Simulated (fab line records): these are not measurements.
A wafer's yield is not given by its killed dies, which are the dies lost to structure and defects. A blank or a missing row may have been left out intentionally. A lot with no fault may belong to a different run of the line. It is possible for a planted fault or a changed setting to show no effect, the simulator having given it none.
Lot-split experiment :: flow gf180mcu :: route with 602 steps; 5 lots, 27 wafers read

THE SPLIT ITSELF
At GF_V3_SPUTTER_21 (material Ti, target thk 15 nm, time 80.02 s), the setting timeS was moved away from the recipe's 80.02 s on 6 of the 27 wafers read, by -44.6% to +30.7%. For the rest of the wafers, this setting stayed at what the recipe calls for.

The reading comes from the split's own step.

THE READING
Ti_of_V3_SPUTTER_21.thkNm (the simulator's own value, which no gauge read), in nm, at GF_V3_SPUTTER_21 (material Ti, target thk 15 nm, time 80.02 s). No usual value for it is given in the file. Across the 21 wafers here that went through the recipe, the average is 15.017 nm and the standard deviation 0.096 nm.

wafer: L074.1
tool, chamber at the split: pvdSputter-02, -
timeS as run, s: 80.02
against the recipe: recipe
Ti_of_V3_SPUTTER_21.thkNm, nm: 15.01
against lot-mates on the recipe: -

wafer: L074.2
tool, chamber at the split: pvdSputter-02, -
timeS as run, s: 44.3
against the recipe: -44.6%
Ti_of_V3_SPUTTER_21.thkNm, nm: 8.157
against lot-mates on the recipe: -6.820

wafer: L074.3
tool, chamber at the split: pvdSputter-02, -
timeS as run, s: 80.02
against the recipe: recipe
Ti_of_V3_SPUTTER_21.thkNm, nm: 14.94
against lot-mates on the recipe: -

wafer: L074.4
tool, chamber at the split: pvdSputter-02, -
timeS as run, s: 44.3
against the recipe: -44.6%
Ti_of_V3_SPUTTER_21.thkNm, nm: 8.432
against lot-mates on the recipe: -6.545

wafer: L074.5
tool, chamber at the split: pvdSputter-02, -
timeS as run, s: 80.02
against the recipe: recipe
Ti_of_V3_SPUTTER_21.thkNm, nm: 14.98
against lot-mates on the recipe: -

wafer: L074.6
tool, chamber at the split: pvdSputter-02, -
timeS as run, s: 44.3
against the recipe: -44.6%
Ti_of_V3_SPUTTER_21.thkNm, nm: 8.33
against lot-mates on the recipe: -6.647

wafer: L076.1
tool, chamber at the split: pvdSputter-02, -
timeS as run, s: 80.02
against the recipe: recipe
Ti_of_V3_SPUTTER_21.thkNm, nm: 15.01
against lot-mates on the recipe: -

wafer: L076.3
tool, chamber at the split: pvdSputter-02, -
timeS as run, s: 80.02
against the recipe: recipe
Ti_of_V3_SPUTTER_21.thkNm, nm: 15.01
against lot-mates on the recipe: -

wafer: L076.2
tool, chamber at the split: pvdSputter-02, -
timeS as run, s: 80.02
against the recipe: recipe
Ti_of_V3_SPUTTER_21.thkNm, nm: 15.17
against lot-mates on the recipe: -

wafer: L076.4
tool, chamber at the split: pvdSputter-02, -
timeS as run, s: 80.02
against the recipe: recipe
Ti_of_V3_SPUTTER_21.thkNm, nm: 15.15
against lot-mates on the recipe: -

wafer: L076.5
tool, chamber at the split: pvdSputter-02, -
timeS as run, s: 80.02
against the recipe: recipe
Ti_of_V3_SPUTTER_21.thkNm, nm: 15.06
against lot-mates on the recipe: -

wafer: L076.6
tool, chamber at the split: pvdSputter-02, -
timeS as run, s: 80.02
against the recipe: recipe
Ti_of_V3_SPUTTER_21.thkNm, nm: 14.9
against lot-mates on the recipe: -

wafer: L078.1
tool, chamber at the split: pvdSputter-03, -
timeS as run, s: 80.02
against the recipe: recipe
Ti_of_V3_SPUTTER_21.thkNm, nm: 15.18
against lot-mates on the recipe: -

wafer: L078.2
tool, chamber at the split: pvdSputter-03, -
timeS as run, s: 80.02
against the recipe: recipe
Ti_of_V3_SPUTTER_21.thkNm, nm: 15.03
against lot-mates on the recipe: -

wafer: L078.5
tool, chamber at the split: pvdSputter-03, -
timeS as run, s: 80.02
against the recipe: recipe
Ti_of_V3_SPUTTER_21.thkNm, nm: 15.13
against lot-mates on the recipe: -

wafer: L081.1
tool, chamber at the split: pvdSputter-03, -
timeS as run, s: 80.02
against the recipe: recipe
Ti_of_V3_SPUTTER_21.thkNm, nm: 14.91
against lot-mates on the recipe: -

wafer: L081.2
tool, chamber at the split: pvdSputter-03, -
timeS as run, s: 80.02
against the recipe: recipe
Ti_of_V3_SPUTTER_21.thkNm, nm: 15.01
against lot-mates on the recipe: -

wafer: L081.3
tool, chamber at the split: pvdSputter-03, -
timeS as run, s: 80.02
against the recipe: recipe
Ti_of_V3_SPUTTER_21.thkNm, nm: 14.98
against lot-mates on the recipe: -

wafer: L081.4
tool, chamber at the split: pvdSputter-03, -
timeS as run, s: 80.02
against the recipe: recipe
Ti_of_V3_SPUTTER_21.thkNm, nm: 14.86
against lot-mates on the recipe: -

wafer: L081.6
tool, chamber at the split: pvdSputter-03, -
timeS as run, s: 80.02
against the recipe: recipe
Ti_of_V3_SPUTTER_21.thkNm, nm: 14.86
against lot-mates on the recipe: -

wafer: L081.5
tool, chamber at the split: pvdSputter-03, -
timeS as run, s: 80.02
against the recipe: recipe
Ti_of_V3_SPUTTER_21.thkNm, nm: 14.97
against lot-mates on the recipe: -

wafer: L084.1
tool, chamber at the split: pvdSputter-02, -
timeS as run, s: 80.02
against the recipe: recipe
Ti_of_V3_SPUTTER_21.thkNm, nm: 14.97
against lot-mates on the recipe: -

wafer: L084.2
tool, chamber at the split: pvdSputter-02, -
timeS as run, s: 104.6
against the recipe: +30.7%
Ti_of_V3_SPUTTER_21.thkNm, nm: 19.58
against lot-mates on the recipe: +4.513

wafer: L084.3
tool, chamber at the split: pvdSputter-02, -
timeS as run, s: 80.02
against the recipe: recipe
Ti_of_V3_SPUTTER_21.thkNm, nm: 15.06
against lot-mates on the recipe: -

wafer: L084.4
tool, chamber at the split: pvdSputter-02, -
timeS as run, s: 104.6
against the recipe: +30.7%
Ti_of_V3_SPUTTER_21.thkNm, nm: 19.63
against lot-mates on the recipe: +4.563

wafer: L084.5
tool, chamber at the split: pvdSputter-02, -
timeS as run, s: 104.6
against the recipe: +30.7%
Ti_of_V3_SPUTTER_21.thkNm, nm: 19.74
against lot-mates on the recipe: +4.673

wafer: L084.6
tool, chamber at the split: pvdSputter-02, -
timeS as run, s: 80.02
against the recipe: recipe
Ti_of_V3_SPUTTER_21.thkNm, nm: 15.17
against lot-mates on the recipe: -

THE FIT
A straight line over all 27 wafers: Ti_of_V3_SPUTTER_21.thkNm changes by +0.151 nm for each +1% of timeS; r = +1.00; the points scatter about the line by 0.1 nm.
The same after taking each lot's own level away (the mean of its wafers on the recipe; 27 wafers): +0.149 nm for each +1%; r = +1.00; scatter 0.079 nm.
Per that fit: largest timeS move, reading shift of 6.7 nm.
The lots' own levels span 14.9317 to 15.1133 nm, that is 1.9 times the standard deviation above.
The two slopes agree, so the slope changes little with the lot-to-lot level.
Check: -6.62 nm against its lot-mates is what the line predicts for one of the wafers moved furthest among these (-44.6%) when that wafer is left out of the fit. It came out at -6.82 nm against them.

OTHER SPLITS APPLIED TO THESE WAFERS
These wafers also went through other splits before the reading. Each is held against what the fit with the lots' levels taken away leaves over:
other split on the same wafers: GF_STI_OXIDATION_29 oxTimeS
wafers away from the commonest value: 18
r with Ti_of_V3_SPUTTER_21.thkNm (lot level and that fit taken away): -0.01

other split on the same wafers: GF_POLY_GATE_ETCH_13 timeS
wafers away from the commonest value: 12
r with Ti_of_V3_SPUTTER_21.thkNm (lot level and that fit taken away): +0.11

other split on the same wafers: GF_PSD_DEVELOP_06 developTimeS
wafers away from the commonest value: 9
r with Ti_of_V3_SPUTTER_21.thkNm (lot level and that fit taken away): +0.27

other split on the same wafers: GF_M1_SPUTTER_03 timeS
wafers away from the commonest value: 6
r with Ti_of_V3_SPUTTER_21.thkNm (lot level and that fit taken away): +0.11

THE FILE'S OWN FIT
Ti_of_V3_SPUTTER_21.thkNm changes by +0.149 nm for each +1% of timeS, r = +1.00.
